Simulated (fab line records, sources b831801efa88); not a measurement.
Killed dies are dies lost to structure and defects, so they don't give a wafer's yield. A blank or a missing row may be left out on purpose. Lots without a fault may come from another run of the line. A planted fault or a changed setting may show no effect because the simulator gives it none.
fab line records | flow gf180mcu
record lots=5 wafers=15 last_day=32
route steps=602 shown STI@20 DNWELL@32 NWELL@42 LVPWELL@54
lots that met no fault: from a run of the same line without faults
start_h: hours from the record's first day to the start of the lot's first wafer shown | wait_h: hours since the lot's step before | " the same as in the row above | L1.1+2: a row that stands for several wafers | - no value, or no start given | * or withheld: withheld | < > ~ a bound
route shown NAME@n: a module of which the file shows steps, and the number in the route of the first | usual: mean/standard deviation of fault-free wafers | same: alike in all rows | chamber/n: place in a boat | sites: the reading at each site | _std_site: their standard deviation | _edge_site: outer sites' mean less inner sites' | radius_mm: how far each site lies from the wafer's centre | mask NAME#n: copy n | behind: the tool/chamber that last shaped the wafer | hold: why the lot was held/for how many hours/how that ended | device: the transistor (n, p or np) that didn't switch | end of line: the same wafers' tests at the end of the route | a step without rows: its recipe alone | killed: dies lost to structure and defects at the first sort, not the wafer's yield | map: a wafer's dies, x killed, . not, _ none there
set.NAME: the setting as run; set.NAME@STEP: as run at that earlier step | model.NAME: the simulator's own value behind a step, which no gauge read
lots at some steps of the route; a table a step, a row a wafer
services: from which hour (start_h, from the record's first day; less than 0 if before it) a tool's chamber was out of use, for how many hours, and why
## steps
# step GF_STI_CLEAN_19
# recipe chemistry=dHF time_s=20 dilution=100:1
# columns lot.wafer tool chamber start_h wait_h
L077.3+4+6 wet_bench-04 3 41.30 0.0
L079.4+5+6 wet_bench-02 0 52.19 0.0
L084.1+2+3 wet_bench-01 1 78.19 0.0
L087.1+5+6 wet_bench-01 2 93.49 0.0
L089.3+4+6 wet_bench-04 2 102.72 0.0
# step GF_STI_WET_ETCH_20
# recipe chemistry=dHF dilution=100:1 target_depth_nm=20 temp_c=25 dry=ipa_marangoni target=SiO2 time_s=400
# columns lot.wafer tool chamber start_h wait_h
L077.3+4+6 wet_bench-02 3 41.31 0.0
L079.4+5+6 wet_bench-01 3 52.20 0.0
L084.1+2+3 wet_bench-02 0 78.20 0.0
L087.1+5+6 wet_bench-04 0 93.50 0.0
L089.3+4+6 wet_bench-04 2 102.74 0.0
# step GF_STI_OXIDATION_21
# recipe temp_c=1000 ambient=O2 stabilise_s=600 purge_s=300 target_thk_a=150 ox_time_s=458
# usual spike_tc_centre_C=1000.9/1.1 spike_tc_top_C=1010.6/1.2 tube_center_temp_C_max=1002.6/0.42
# columns lot.wafer tool chamber start_h wait_h spike_tc_centre_C spike_tc_top_C tube_center_temp_C_max
L077.3 furnace-01 0 41.63 0.2 1000.7 1010.2 1002.9
L077.4 " 0 " " 1001.6 1010.1 1002.4
L077.6 " 0 " " 1000.9 1010.0 1002.3
L079.4 furnace-01 0 54.35 2.0 999.9 1010.5 1002.6
L079.5 " 0 " " 999.8 1011.1 1002.0
L079.6 " 0 " " 998.8 1010.0 1002.7
L084.1 furnace-01 0 78.32 0.0 999.9 1009.1 1002.5
L084.2 " 0 " " 1001.7 1011.2 1003.5
L084.3 " 0 " " 1000.0 1011.0 1002.2
L087.1 furnace-02 0 93.62 0.0 1000.5 1010.4 1002.6
L087.5 " 0 " " 999.2 1012.2 1002.4
L087.6 " 0 " " 1001.6 1011.2 1002.5
L089.3 furnace-02 0 102.86 0.0 1002.0 1011.2 1002.6
L089.4 " 0 " " 1000.9 1011.6 1002.4
L089.6 " 0 " " 1002.6 1012.0 1002.0
# step GF_STI_THK_MEAS_22
# recipe reads=SiO2_of_STI_OXIDATION_21
# usual STI_OXIDATION_01_THK=14.88/0.28
# columns lot.wafer tool chamber start_h wait_h STI_OXIDATION_01_THK[nm]
L077.3 film_metro-04 - 42.78 0.0 14.66
L077.4 " - " " 14.87
L077.6 " - " " 14.65
L079.4 film_metro-04 - 55.51 0.0 14.98
L079.5 " - " " 14.77
L079.6 " - " " 14.85
L084.1 film_metro-04 - 79.45 0.0 14.90
L084.2 " - " " 15.04
L084.3 " - " " 14.68
L087.1 film_metro-04 - 94.75 0.0 15.43
L087.5 " - " " 15.28
L087.6 " - " " 15.46
L089.3 film_metro-03 - 104.00 0.0 15.22
L089.4 " - " " 15.22
L089.6 " - " " 15.29
# step GF_STI_CVD_23
# recipe material=SiO2 target_thk_nm=650 sigma_open_frac=0.3 time_s=108.3 temp_c=600 sih4_flow_sccm=60 pressure_mtorr=6
# usual pressure_mtorr=5.999/0.013
# columns lot.wafer tool chamber start_h wait_h pressure_mtorr
L077.3 hdpcvd-01 2 42.82 0.0 6.000
L077.4 " 0 " " 5.974
L077.6 " 1 " " 6.001
L079.4 hdpcvd-02 2 55.58 0.1 6.003
L079.5 " 1 " " 5.973
L079.6 " 0 " " 6.013
L084.1 hdpcvd-02 0 79.51 0.1 5.996
L084.2 " 2 " " 5.988
L084.3 " 1 " " 6.018
L087.1 hdpcvd-02 2 94.81 0.1 5.999
L087.5 " 2 " " 6.003
L087.6 " 0 " " 5.999
L089.3 hdpcvd-02 0 104.04 0.0 5.989
L089.4 " 1 " " 6.016
L089.6 " 2 " " 6.003
# step GF_STI_THK_MEAS_24
# recipe reads=SiO2_of_STI_CVD_23
# usual STI_CVD_23_THK=648/5.9
# columns lot.wafer tool chamber start_h wait_h STI_CVD_23_THK[nm]
L077.3 film_metro-04 - 42.91 0.1 648
L077.4 " - " " 654
L077.6 " - " " 643
L079.4 film_metro-01 - 55.65 0.0 647
L079.5 " - " " 654
L079.6 " - " " 655
L084.1 film_metro-01 - 79.58 0.0 651
L084.2 " - " " 646
L084.3 " - " " 648
L087.1 film_metro-03 - 94.88 0.0 648
L087.5 " - " " 653
L087.6 " - " " 651
L089.3 film_metro-04 - 104.14 0.1 649
L089.4 " - " " 649
L089.6 " - " " 650
# step GF_STI_CMP_25
# recipe stop_on=Si3N4 t_overpolish_s=33 down_force_psi=4 platen_rpm=60 target_thk_nm=524.6 pad_velocity_m_s=0.94248
# usual motor_current_A=12.1/1 overpolish_run_s=32.999/0.0093 time_to_endpoint_s=123/4.6
# same t_overpolish_s=33
# columns lot.wafer tool chamber start_h wait_h motor_current_A overpolish_run_s time_to_endpoint_s
L077.4 cmp-02 1 43.05 0.1 10.7 32.999 125
L077.3 " 2 " " 11.3 33.012 128
L077.6 " 0 " " 14.0 32.999 125
L079.4 cmp-02 1 55.83 0.2 10.7 33.000 122
L079.6 " 2 " " 12.4 32.995 128
L079.5 " 3 " " 13.2 33.012 116
L084.1 cmp-01 2 79.64 0.1 12.5 32.995 126
L084.3 " 0 " " 11.7 33.015 121
L084.2 " 1 " " 10.8 33.000 127
L087.1 cmp-01 3 95.04 0.1 12.8 32.989 123
L087.6 " 1 " " 10.5 32.980 127
L087.5 " 2 " " 11.8 33.004 120
L089.3 cmp-01 3 104.23 0.1 13.3 33.006 114
L089.4 " 0 " " 11.8 32.985 116
L089.6 " 2 " " 11.8 33.002 117
# step GF_STI_WET_ETCH_26
# recipe chemistry=dHF target_depth_nm=94 target=SiO2 temp_c=25 dilution=10:1 time_s=188
# columns lot.wafer tool chamber start_h wait_h
L077.3+4+6 wet_bench-02 3 43.25 0.1
L079.4+5+6 wet_bench-04 2 55.98 0.1
L084.1+2+3 wet_bench-04 0 79.94 0.2
L087.1+5+6 wet_bench-02 3 95.24 0.1
L089.3+4+6 wet_bench-01 2 104.48 0.2
# step GF_STI_WET_ETCH_27
# recipe chemistry=H3PO4 target_depth_nm=160 target=Si3N4 temp_c=160 time_s=1825
# columns lot.wafer tool chamber start_h wait_h
L077.3+4+6 wet_bench-04 3 43.32 0.0
L079.4+5+6 wet_bench-02 0 56.04 0.0
L084.1+2+3 wet_bench-01 3 80.00 0.0
L087.1+5+6 wet_bench-01 3 95.30 0.0
L089.3+4+6 wet_bench-04 2 104.54 0.0
# step GF_STI_WET_ETCH_28
# recipe chemistry=dHF target_depth_nm=20 dry=ipa_marangoni target=SiO2 temp_c=25 dilution=10:1 time_s=40
# columns lot.wafer tool chamber start_h wait_h
L077.3+4+6 wet_bench-02 2 43.83 0.0
L079.4+5+6 wet_bench-01 3 56.55 0.0
L084.1+2+3 wet_bench-02 2 80.52 0.0
L087.1+5+6 wet_bench-04 0 95.82 0.0
L089.3+4+6 wet_bench-02 2 105.06 0.0
# step GF_STI_OXIDATION_29
# recipe temp_c=900 ambient=O2 stabilise_s=600 purge_s=300 target_thk_a=100 ox_time_s=1418
# usual spike_tc_centre_C=900.7/1 spike_tc_top_C=911.5/1.2 tube_center_temp_C_max=902.3/0.4
# columns lot.wafer tool chamber start_h wait_h spike_tc_centre_C spike_tc_top_C tube_center_temp_C_max
L077.3 furnace-02 0 45.02 1.2 899.6 913.1 902.6
L077.4 " 0 " " 901.3 910.6 902.3
L077.6 " 0 " " 900.5 912.3 902.1
L079.4 furnace-02 0 56.57 0.0 900.6 911.1 902.6
L079.5 " 0 " " 901.0 912.6 902.3
L079.6 " 0 " " 900.8 910.9 902.3
L084.1 furnace-01 0 81.09 0.6 900.7 910.3 901.9
L084.2 " 0 " " 900.1 910.4 902.4
L084.3 " 0 " " 899.3 911.5 902.5
L087.1 furnace-02 0 96.51 0.7 901.2 912.9 902.6
L087.5 " 0 " " 900.9 911.3 902.3
L087.6 " 0 " " 900.8 911.1 902.3
L089.3 furnace-01 0 106.33 1.3 897.9 910.5 901.7
L089.4 " 0 " " 900.1 910.7 902.0
L089.6 " 0 " " 900.0 909.5 902.4
# step GF_STI_THK_MEAS_30
# recipe reads=SiO2_of_STI_OXIDATION_29
# usual STI_OXIDATION_02_THK=9.97/0.19
# columns lot.wafer tool chamber start_h wait_h STI_OXIDATION_02_THK[nm]
L077.3 film_metro-01 - 46.43 0.0 9.69
L077.4 " - " " 10.04
L077.6 " - " " 9.66
L079.4 film_metro-04 - 58.00 0.0 9.80
L079.5 " - " " 9.73
L079.6 " - " " 9.85
L084.1 film_metro-04 - 82.49 0.0 10.07
L084.2 " - " " 9.87
L084.3 " - " " 9.84
L087.1 film_metro-03 - 97.91 0.0 10.46
L087.5 " - " " 10.33
L087.6 " - " " 10.35
L089.3 film_metro-04 - 107.74 0.0 9.85
L089.4 " - " " 9.79
L089.6 " - " " 9.87
# step GF_DNWELL_DEHYDRATE_00
# recipe temp_c=200 time_s=60
# usual chill_plate_temp_C=22.98/0.097 plate_temp_C=200.03/0.16
# columns lot.wafer tool chamber start_h wait_h chill_plate_temp_C plate_temp_C
L077.3 litho_track-01 0 52.41 6.0 22.91 199.91
L077.4 " 0 " " 23.02 200.08
L077.6 " 0 " " 22.97 199.93
L079.4 litho_track-04 0 64.08 6.1 22.94 200.09
L079.5 " 0 " " 22.85 200.05
L079.6 " 0 " " 23.05 200.23
L084.1 litho_track-04 0 89.05 6.6 23.17 199.84
L084.2 " 0 " " 23.03 199.99
L084.3 " 0 " " 22.91 199.98
L087.1 litho_track-01 0 104.46 6.5 22.92 200.10
L087.5 " 0 " " 22.93 199.97
L087.6 " 0 " " 22.84 199.76
L089.3 litho_track-01 0 114.66 6.9 22.94 200.19
L089.4 " 0 " " 22.98 200.07
L089.6 " 0 " " 22.90 199.95
# step GF_DNWELL_HMDS_01
# recipe prime_time_s=60 prime_temp_c=120
# usual chill_plate_temp_C=23.02/0.11
# columns lot.wafer tool chamber start_h wait_h chill_plate_temp_C
L077.3 litho_track-01 0 52.56 0.1 23.01
L077.4 " 0 " " 23.03
L077.6 " 0 " " 23.06
L079.4 litho_track-04 0 64.23 0.1 23.02
L079.5 " 0 " " 23.06
L079.6 " 0 " " 22.97
L084.1 litho_track-04 0 89.20 0.1 23.09
L084.2 " 0 " " 23.23
L084.3 " 0 " " 23.03
L087.1 litho_track-01 0 104.61 0.1 23.06
L087.5 " 0 " " 22.89
L087.6 " 0 " " 22.93
L089.3 litho_track-01 0 114.81 0.1 23.11
L089.4 " 0 " " 23.18
L089.6 " 0 " " 23.19
# step GF_DNWELL_COAT_02
# recipe spin_rpm=2000 resist_thk_nm=3000
# usual chill_plate_temp_C=22.98/0.1
# columns lot.wafer tool chamber start_h wait_h chill_plate_temp_C
L077.3 litho_track-01 0 52.71 0.1 22.87
L077.4 " 0 " " 23.07
L077.6 " 0 " " 22.94
L079.4 litho_track-04 0 64.38 0.1 22.88
L079.5 " 0 " " 22.88
L079.6 " 0 " " 22.95
L084.1 litho_track-04 0 89.35 0.1 22.93
L084.2 " 0 " " 22.96
L084.3 " 0 " " 23.01
L087.1 litho_track-01 0 104.76 0.1 23.20
L087.5 " 0 " " 23.07
L087.6 " 0 " " 23.04
L089.3 litho_track-01 0 114.96 0.1 23.03
L089.4 " 0 " " 22.90
L089.6 " 0 " " 23.15
# step GF_DNWELL_SOFTBAKE_03
# recipe temp_c=110 time_s=withheld
# usual chill_plate_temp_C=23.02/0.11 plate_temp_C=110.00/0.14
# columns lot.wafer tool chamber start_h wait_h chill_plate_temp_C plate_temp_C
L077.3 litho_track-01 0 52.88 0.1 22.93 109.76
L077.4 " 0 " " 23.13 110.08
L077.6 " 0 " " 23.11 110.00
L079.4 litho_track-04 0 64.55 0.1 23.00 109.88
L079.5 " 0 " " 22.98 109.96
L079.6 " 0 " " 23.09 109.77
L084.1 litho_track-04 0 89.50 0.1 23.15 110.03
L084.2 " 0 " " 23.08 109.91
L084.3 " 0 " " 23.00 109.85
L087.1 litho_track-01 0 104.91 0.1 23.06 109.94
L087.5 " 0 " " 23.16 109.92
L087.6 " 0 " " 23.14 109.90
L089.3 litho_track-01 0 115.13 0.1 23.10 109.62
L089.4 " 0 " " 23.14 109.68
L089.6 " 0 " " 23.09 109.98
# step GF_DNWELL_EXPOSE_04
# recipe mask_id=DNWELL target_cd_nm=1700 na=0.6 source_shape=conventional sigma_outer=0.6 dose_mj=260
# usual exposure_dose_mJ_cm2=259.95/0.25
# same na=0.6
# columns lot.wafer tool chamber start_h wait_h mask exposure_dose_mJ_cm2
L077.3 iline_stepper-01 0 - - DNWELL#0 259.46
L077.4 " 0 " " DNWELL#0 259.67
L077.6 " 0 " " DNWELL#0 259.98
L079.4 iline_stepper-02 0 - - DNWELL#0 260.09
L079.5 " 0 " " DNWELL#0 260.39
L079.6 " 0 " " DNWELL#0 259.87
L084.1 iline_stepper-02 0 - - DNWELL#0 259.51
L084.2 " 0 " " DNWELL#0 259.78
L084.3 " 0 " " DNWELL#0 260.09
L087.1 iline_stepper-02 0 - - DNWELL#0 260.39
L087.5 " 0 " " DNWELL#0 259.94
L087.6 " 0 " " DNWELL#0 259.70
L089.3 iline_stepper-02 0 - - DNWELL#0 260.43
L089.4 " 0 " " DNWELL#0 259.81
L089.6 " 0 " " DNWELL#0 260.00
# step GF_DNWELL_PEB_05
# recipe temp_c=115 time_s=withheld
# usual chill_plate_temp_C=22.98/0.098 plate_temp_C=115.04/0.12
# columns lot.wafer tool chamber start_h wait_h chill_plate_temp_C plate_temp_C
L077.3 litho_track-04 0 - - 22.98 114.96
L077.4 " 0 " " 22.81 115.22
L077.6 " 0 " " 22.98 115.08
L079.4 litho_track-04 0 - - 23.13 114.86
L079.5 " 0 " " 23.13 114.80
L079.6 " 0 " " 23.22 115.03
L084.1 litho_track-02 0 - - 22.85 114.97
L084.2 " 0 " " 22.93 114.86
L084.3 " 0 " " 22.91 115.19
L087.1 litho_track-02 0 - - 23.04 115.08
L087.5 " 0 " " 23.06 115.06
L087.6 " 0 " " 22.97 114.98
L089.3 litho_track-02 0 - - 23.08 114.80
L089.4 " 0 " " 23.04 114.85
L089.6 " 0 " " 23.08 114.93
# step GF_DNWELL_DEVELOP_06
# recipe wall_angle_deg=90 develop_time_s=60 dev_temp_c=23
# usual chill_plate_temp_C=23.00/0.11
# columns lot.wafer tool chamber start_h wait_h chill_plate_temp_C
L077.3 litho_track-04 0 - - 23.06
L077.4 " 0 " " 23.16
L077.6 " 0 " " 23.08
L079.4 litho_track-04 0 - - 23.06
L079.5 " 0 " " 22.99
L079.6 " 0 " " 22.93
L084.1 litho_track-02 0 - - 22.92
L084.2 " 0 " " 22.86
L084.3 " 0 " " 22.91
L087.1 litho_track-02 0 - - 22.93
L087.5 " 0 " " 22.94
L087.6 " 0 " " 22.78
L089.3 litho_track-02 0 - - 23.07
L089.4 " 0 " " 23.02
L089.6 " 0 " " 23.01
# step GF_DNWELL_IMPLANT_07
# recipe species=P energy_kev=1500 dose_cm2=1e+13 tilt_deg=0
# same implant_ion_amu=31
# columns lot.wafer tool chamber start_h wait_h
L077.3+4+6 implanter-02 0 58.50 -
L079.4+5+6 implanter-02 0 71.13 -
L084.1+2+3 implanter-02 0 96.83 -
L087.1+5+6 implanter-04 0 112.33 -
L089.3+4+6 implanter-02 0 122.38 -
# step GF_DNWELL_STRIP_08
# recipe chemistry=O2/N2 power_w=1400 pressure_mtorr=1500 platen_temp_c=250 o2_flow_sccm=3000 n2_flow_sccm=300 overash_fraction=0.5
# usual drypump_motor_current_A=5.38/0.23 heater_power_w=313/32 oes_product_au=0.722/0.0045 strip_time_to_endpoint_s=36.95/0.089
# columns lot.wafer tool chamber start_h wait_h drypump_motor_current_A heater_power_w oes_product_au rf_hours_counter_h strip_time_to_endpoint_s
L077.3 plasma_asher-03 1 58.63 0.1 5.57 378 0.714 - 36.99
L077.4 " 0 " " 5.03 319 0.729 - 37.06
L077.6 " 1 " " 5.57 368 0.726 - 37.04
L079.4 plasma_asher-03 0 71.23 0.1 5.04 315 0.722 - 37.00
L079.5 " 1 " " 5.61 356 0.718 - 36.91
L079.6 " 0 " " 5.02 313 0.724 - 36.94
L084.1 plasma_asher-03 1 96.98 0.1 5.58 376 0.724 30 37.03
L084.2 " 0 " " 5.02 320 0.726 30 36.99
L084.3 " 1 " " 5.58 363 0.724 - 37.02
L087.1 plasma_asher-03 1 112.48 0.1 5.59 364 0.715 32 36.81
L087.5 " 1 " " 5.55 365 0.726 - 36.85
L087.6 " 0 " " 5.02 319 0.713 - 36.77
L089.3 plasma_asher-01 0 122.52 0.1 5.48 282 0.718 - 36.94
L089.4 " 1 " " 5.27 308 0.717 - 36.89
L089.6 " 1 " " 5.29 317 0.723 - 36.84
# step GF_DNWELL_TW_MEAS_09
# usual DNWELL_TW=1355/11
# columns lot.wafer tool chamber start_h wait_h DNWELL_TW
L077.3 film_metro-01 - 58.72 0.1 1380
L077.4 " - " " 1372
L077.6 " - " " 1374
L079.4 film_metro-01 - 71.33 0.1 1362
L079.5 " - " " 1360
L079.6 " - " " 1374
L084.1 film_metro-02 - 97.08 0.1 1339
L084.2 " - " " 1344
L084.3 " - " " 1347
L087.1 film_metro-03 - 112.58 0.1 1350
L087.5 " - " " 1356
L087.6 " - " " 1351
L089.3 film_metro-01 - 122.60 0.1 1365
L089.4 " - " " 1360
L089.6 " - " " 1360
# step GF_NWELL_DEHYDRATE_00
# recipe temp_c=200 time_s=60
# usual chill_plate_temp_C=23.01/0.098 plate_temp_C=199.99/0.16
# columns lot.wafer tool chamber start_h wait_h chill_plate_temp_C plate_temp_C
L077.3 litho_track-04 0 65.00 6.3 22.85 200.22
L077.4 " 0 " " 23.02 200.06
L077.6 " 0 " " 23.08 199.98
L079.4 litho_track-01 0 77.49 6.1 22.93 199.98
L079.5 " 0 " " 22.99 199.79
L079.6 " 0 " " 22.88 200.19
L084.1 litho_track-03 0 103.20 6.1 22.90 200.04
L084.2 " 0 " " 22.92 200.34
L084.3 " 0 " " 22.92 200.01
L087.1 litho_track-03 0 118.95 6.4 22.97 199.86
L087.5 " 0 " " 22.97 200.07
L087.6 " 0 " " 23.02 199.92
L089.3 litho_track-04 0 129.45 6.8 22.94 199.84
L089.4 " 0 " " 23.11 199.95
L089.6 " 0 " " 22.86 200.09
# step GF_NWELL_HMDS_01
# recipe prime_time_s=60 prime_temp_c=120
# usual chill_plate_temp_C=23.02/0.1
# columns lot.wafer tool chamber start_h wait_h chill_plate_temp_C
L077.3 litho_track-04 0 65.15 0.1 22.96
L077.4 " 0 " " 22.90
L077.6 " 0 " " 23.01
L079.4 litho_track-01 0 77.64 0.1 22.99
L079.5 " 0 " " 23.17
L079.6 " 0 " " 23.07
L084.1 litho_track-03 0 103.35 0.1 22.94
L084.2 " 0 " " 23.01
L084.3 " 0 " " 23.05
L087.1 litho_track-03 0 119.10 0.1 22.89
L087.5 " 0 " " 22.78
L087.6 " 0 " " 23.02
L089.3 litho_track-04 0 129.60 0.1 23.22
L089.4 " 0 " " 22.92
L089.6 " 0 " " 23.07
# step GF_NWELL_COAT_02
# recipe spin_rpm=2000 resist_thk_nm=3000
# usual chill_plate_temp_C=22.99/0.1
# columns lot.wafer tool chamber start_h wait_h chill_plate_temp_C
L077.3 litho_track-04 0 65.30 0.1 23.09
L077.4 " 0 " " 23.19
L077.6 " 0 " " 23.13
L079.4 litho_track-01 0 77.79 0.1 22.96
L079.5 " 0 " " 22.89
L079.6 " 0 " " 23.01
L084.1 litho_track-03 0 103.50 0.1 22.88
L084.2 " 0 " " 22.91
L084.3 " 0 " " 22.99
L087.1 litho_track-03 0 119.25 0.1 22.98
L087.5 " 0 " " 22.98
L087.6 " 0 " " 22.92
L089.3 litho_track-04 0 129.75 0.1 23.03
L089.4 " 0 " " 23.21
L089.6 " 0 " " 22.97
# step GF_NWELL_SOFTBAKE_03
# recipe temp_c=110 time_s=withheld
# usual chill_plate_temp_C=22.99/0.084 plate_temp_C=110.01/0.14
# columns lot.wafer tool chamber start_h wait_h chill_plate_temp_C plate_temp_C
L077.3 litho_track-04 0 65.47 0.1 22.95 109.79
L077.4 " 0 " " 22.93 109.82
L077.6 " 0 " " 22.89 109.85
L079.4 litho_track-01 0 77.96 0.1 22.96 110.00
L079.5 " 0 " " 23.05 110.02
L079.6 " 0 " " 23.08 110.07
L084.1 litho_track-03 0 103.65 0.1 22.93 110.19
L084.2 " 0 " " 22.97 110.23
L084.3 " 0 " " 22.85 110.15
L087.1 litho_track-03 0 119.40 0.1 22.97 109.95
L087.5 " 0 " " 22.87 109.92
L087.6 " 0 " " 22.99 110.09
L089.3 litho_track-04 0 129.92 0.1 23.18 109.84
L089.4 " 0 " " 22.96 110.02
L089.6 " 0 " " 22.97 109.76
# step GF_NWELL_EXPOSE_04
# recipe mask_id=Nwell target_cd_nm=860 na=0.6 source_shape=conventional sigma_outer=0.6 dose_mj=260
# usual exposure_dose_mJ_cm2=259.94/0.26
# same na=0.6
# columns lot.wafer tool chamber start_h wait_h mask exposure_dose_mJ_cm2
L077.3 iline_stepper-01 0 - - Nwell#0 260.05
L077.4 " 0 " " Nwell#0 260.26
L077.6 " 0 " " Nwell#0 260.14
L079.4 iline_stepper-01 0 - - Nwell#0 260.15
L079.5 " 0 " " Nwell#0 260.08
L079.6 " 0 " " Nwell#0 259.90
L084.1 iline_stepper-01 0 - - Nwell#0 259.99
L084.2 " 0 " " Nwell#0 259.96
L084.3 " 0 " " Nwell#0 260.16
L087.1 iline_stepper-01 0 - - Nwell#0 260.11
L087.5 " 0 " " Nwell#0 260.27
L087.6 " 0 " " Nwell#0 259.94
L089.3 iline_stepper-02 0 - - Nwell#0 260.03
L089.4 " 0 " " Nwell#0 259.90
L089.6 " 0 " " Nwell#0 260.04
# step GF_NWELL_PEB_05
# recipe temp_c=115 time_s=withheld
# usual chill_plate_temp_C=23.02/0.1 plate_temp_C=115.00/0.12
# columns lot.wafer tool chamber start_h wait_h chill_plate_temp_C plate_temp_C
L077.3 litho_track-04 0 - - 23.08 115.00
L077.4 " 0 " " 23.09 115.11
L077.6 " 0 " " 23.04 114.80
L079.4 litho_track-01 0 - - 22.92 115.04
L079.5 " 0 " " 22.98 115.00
L079.6 " 0 " " 23.08 115.13
L084.1 litho_track-01 0 - - 22.92 114.77
L084.2 " 0 " " 22.78 114.93
L084.3 " 0 " " 22.88 115.10
L087.1 litho_track-03 0 - - 22.90 115.18
L087.5 " 0 " " 23.01 115.12
L087.6 " 0 " " 23.06 114.94
L089.3 litho_track-01 0 - - 22.99 115.07
L089.4 " 0 " " 23.14 115.16
L089.6 " 0 " " 23.15 114.91
# step GF_NWELL_DEVELOP_06
# recipe wall_angle_deg=90 develop_time_s=60 dev_temp_c=23
# usual chill_plate_temp_C=23.03/0.11
# columns lot.wafer tool chamber start_h wait_h chill_plate_temp_C
L077.3 litho_track-04 0 - - 23.09
L077.4 " 0 " " 23.03
L077.6 " 0 " " 23.08
L079.4 litho_track-01 0 - - 22.90
L079.5 " 0 " " 22.82
L079.6 " 0 " " 22.89
L084.1 litho_track-01 0 - - 23.03
L084.2 " 0 " " 23.13
L084.3 " 0 " " 23.00
L087.1 litho_track-03 0 - - 22.96
L087.5 " 0 " " 22.95
L087.6 " 0 " " 22.74
L089.3 litho_track-01 0 - - 23.12
L089.4 " 0 " " 22.97
L089.6 " 0 " " 22.95
# step GF_NWELL_OVL_MEAS_07
# usual NWELL_OVL=0.3/1
# columns lot.wafer tool chamber start_h wait_h NWELL_OVL[nm]
L077.3 overlay-02 - 72.36 - 2.9
L077.4 " - " " 2.0
L077.6 " - " " 1.2
L079.4 overlay-01 - 85.38 - -0.6
L079.5 " - " " -0.4
L079.6 " - " " -0.6
L084.1 overlay-01 - 111.41 - 1.5
L084.2 " - " " 1.4
L084.3 " - " " 0.8
L087.1 overlay-01 - 127.35 - 1.1
L087.5 " - " " 2.0
L087.6 " - " " 1.8
L089.3 overlay-02 - 138.22 - 1.2
L089.4 " - " " 1.4
L089.6 " - " " 1.1
# step GF_NWELL_IMPLANT_08
# recipe species=P energy_kev=450 dose_cm2=1.5e+13 tilt_deg=0
# same implant_ion_amu=31
# columns lot.wafer tool chamber start_h wait_h
L077.3+4+6 implanter-04 0 72.44 0.1
L079.4+5+6 implanter-04 0 85.47 0.1
L084.1+2+3 implanter-01 0 111.45 0.0
L087.1+5+6 implanter-02 0 127.38 0.0
L089.3+4+6 implanter-01 0 138.30 0.1
# step GF_NWELL_IMPLANT_09
# recipe species=P energy_kev=160 dose_cm2=4e+12 tilt_deg=0
# same implant_ion_amu=31
# columns lot.wafer tool chamber start_h wait_h
L077.3+4+6 implanter-04 0 72.59 0.1
L079.4+5+6 implanter-04 0 85.62 0.1
L084.1+2+3 implanter-01 0 111.60 0.1
L087.1+5+6 implanter-02 0 127.53 0.1
L089.3+4+6 implanter-01 0 138.45 0.1
# step GF_NWELL_STRIP_10
# recipe chemistry=O2/N2 power_w=1400 pressure_mtorr=1500 platen_temp_c=250 o2_flow_sccm=3000 n2_flow_sccm=300 overash_fraction=0.5
# usual drypump_motor_current_A=5.6/0.45 heater_power_w=344/31 oes_product_au=0.723/0.0049 strip_time_to_endpoint_s=36.95/0.094
# columns lot.wafer tool chamber start_h wait_h drypump_motor_current_A heater_power_w oes_product_au rf_hours_counter_h strip_time_to_endpoint_s
L077.3 plasma_asher-03 0 72.72 0.1 5.0 312 0.716 - 36.95
L077.4 " 1 " " 5.5 362 0.726 - 36.90
L077.6 " 1 " " 5.6 360 0.723 - 36.94
L079.4 plasma_asher-02 1 85.73 0.1 6.2 380 0.721 - 36.96
L079.5 " 0 " " 6.1 331 0.718 - 36.99
L079.6 " 1 " " 6.2 376 0.715 - 36.99
L084.1 plasma_asher-03 0 111.75 0.1 5.0 310 0.716 31 36.97
L084.2 " 1 " " 5.5 364 0.715 31 36.86
L084.3 " 1 " " 5.5 366 0.724 - 36.82
L087.1 plasma_asher-02 1 127.68 0.1 6.2 385 0.719 1 36.89
L087.5 " 0 " " 6.1 341 0.723 - 36.94
L087.6 " 1 " " 6.2 389 0.712 - 36.82
L089.3 plasma_asher-03 1 138.58 0.1 5.6 374 0.726 - 36.92
L089.4 " 0 " " 5.0 320 0.720 - 36.98
L089.6 " 0 " " 5.0 319 0.723 - 36.89
# step GF_NWELL_TW_MEAS_11
# usual NWELL_TW=1580/11
# columns lot.wafer tool chamber start_h wait_h NWELL_TW
L077.3 film_metro-04 - 72.81 0.1 1589
L077.4 " - " " 1586
L077.6 " - " " 1590
L079.4 film_metro-04 - 85.83 0.1 1591
L079.5 " - " " 1592
L079.6 " - " " 1597
L084.1 film_metro-03 - 111.85 0.1 1579
L084.2 " - " " 1575
L084.3 " - " " 1576
L087.1 film_metro-02 - 127.78 0.1 1565
L087.5 " - " " 1573
L087.6 " - " " 1573
L089.3 film_metro-03 - 138.67 0.1 1565
L089.4 " - " " 1574
L089.6 " - " " 1573
# step GF_LVPWELL_DEHYDRATE_00
# recipe temp_c=200 time_s=60
# usual chill_plate_temp_C=22.98/0.11 plate_temp_C=199.99/0.15
# columns lot.wafer tool chamber start_h wait_h chill_plate_temp_C plate_temp_C
L077.3 litho_track-02 0 79.43 6.6 22.93 200.00
L077.4 " 0 " " 23.09 199.83
L077.6 " 0 " " 22.99 200.03
L079.4 litho_track-02 0 92.11 6.3 23.01 199.80
L079.5 " 0 " " 22.86 199.92
L079.6 " 0 " " 22.91 199.90
L084.1 litho_track-04 0 118.20 6.3 22.85 199.95
L084.2 " 0 " " 22.91 199.80
L084.3 " 0 " " 22.87 199.95
L087.1 litho_track-04 0 134.85 7.1 22.92 199.82
L087.5 " 0 " " 23.04 199.86
L087.6 " 0 " " 23.00 199.93
L089.3 litho_track-03 0 145.89 7.2 23.06 199.82
L089.4 " 0 " " 23.10 199.76
L089.6 " 0 " " 23.02 199.91
## services
# columns tool chamber start_h hours kind
implanter-04 - 39.75 3.2 repair
implanter-04 - 40.63 2.4 repair
cmp-01 - 47.05 2.8 repair
cmp-01 - 54.58 4.8 pm
hdpcvd-02 1 59.61 9.4 repair
cmp-02 - 64.00 4.0 pm
cmp-02 - 68.00 - consumable_replace:conditioner
cmp-02 - 68.00 - consumable_replace:pad
iline_stepper-01 - 69.33 7.8 repair
implanter-01 - 70.73 6.1 pm
iline_stepper-02 - 77.21 1.7 pm
cmp-02 - 80.52 1.3 repair
implanter-01 - 81.93 6.0 repair
iline_stepper-02 - 85.37 2.8 repair
implanter-04 - 102.44 2.7 repair
cmp-02 - 106.13 1.2 repair
cmp-02 - 106.53 2.0 repair
plasma_asher-02 - 108.75 9.0 pm
wet_bench-04 - 110.31 4.3 repair
implanter-01 - 121.54 4.6 repair
implanter-01 - 129.67 2.9 repair
furnace-02 - 131.53 3.7 pm
furnace-01 - 137.53 7.7 pm
cmp-02 - 139.84 0.3 repair
## key
fault none
